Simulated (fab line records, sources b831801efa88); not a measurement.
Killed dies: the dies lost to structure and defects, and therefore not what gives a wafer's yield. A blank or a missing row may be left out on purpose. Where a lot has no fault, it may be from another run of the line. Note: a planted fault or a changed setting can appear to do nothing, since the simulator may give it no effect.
Matching of chambers	flow sky130	cmp-02 running SKY_VIA4_CMP_21: 4 sister chambers
The step polishes, stops on SiO2, t overpolish 25 s, target thk 0 nm. 20 wafers are shown with their chamber, then 10 later ones without.

== EACH WAFER AND ITS CHAMBER ==
wafer	chamber	motor-current-A (A)	overpolish-run-s (s)	time-to-endpoint-s (s)
L074.2	2	10.9	24.995	119.2
L074.4	1	10.7	25.002	121.2
L074.5	3	12.3	24.987	121.5
L081.2	0	9.1	24.986	125.8
L081.4	3	12.2	25.001	121.3
L081.5	1	11.0	24.998	124.3
L080.2	0	9.0	24.999	124.1
L080.3	3	12.0	24.994	126.5
L080.4	2	11.0	25.013	123.2
L086.1	1	11.1	25.017	124.8
L086.3	2	11.9	25.019	122.6
L086.5	0	9.2	25.001	122.7
L084.4	0	9.1	25.003	116.6
L084.5	2	10.9	25.010	118.5
L084.6	3	12.3	25.008	122.3
L088.2	0	9.1	24.993	125.2
L088.3	2	10.6	25.000	119.6
L088.5	2	10.9	24.997	120.3
L089.1	3	11.5	24.991	126.2
L089.3	0	9.4	24.993	123.9

SIGNATURES (averages over the wafers above)
reading	chamber 0	chamber 1	chamber 2	chamber 3	scatter within a chamber
motor-current-A	9.150	10.933	11.033	12.060	0.319
overpolish-run-s	24.99583	25.00567	25.00567	24.99620	0.00848
time-to-endpoint-s	123.050	123.433	120.567	123.560	2.6
Rule: for each reading, subtract the chamber's mean from the wafer's reading, divide by that reading's scatter and square the result; add these up over the readings and take the root, which gives the wafer's distance from the chamber. The wafer belongs to the nearest chamber; if the next one is less than 2 further off, it can't be placed. The scatter is the square root of a quotient: the sum, over the shown wafers, of each reading's squared deviation from its chamber's mean, divided by wafers minus chambers.

== WAFERS WITH NO CHAMBER GIVEN ==
wafer	motor-current-A (A)	overpolish-run-s (s)	time-to-endpoint-s (s)
L089.6	9.4	24.998	121.0
L090.1	8.9	25.007	126.6
L090.2	10.7	24.987	126.4
L090.5	11.4	25.003	120.0
L092.3	9.0	24.999	122.5
L092.4	12.7	24.983	119.3
L092.5	9.1	25.004	124.6
L096.2	10.1	24.995	123.8
L096.3	11.1	25.007	121.6
L096.4	12.5	25.001	121.2

== EACH ONE'S CHAMBER ==
wafer	from the rows above	in truth
L089.6	0	0
L090.1	0	0
L090.2	can't be placed: 1 or 2 or 3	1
L090.5	can't be placed: 2 or 1 or 3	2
L092.3	0	0
L092.4	3	3
L092.5	0	0
L096.2	can't be placed: 1 or 0 or 2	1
L096.3	can't be placed: 2 or 1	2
L096.4	3	3
6 of 10 placed correctly. Unplaceable from these rows: 4, with the true chamber sitting among the candidates in 4. Wrongly placed: 0.
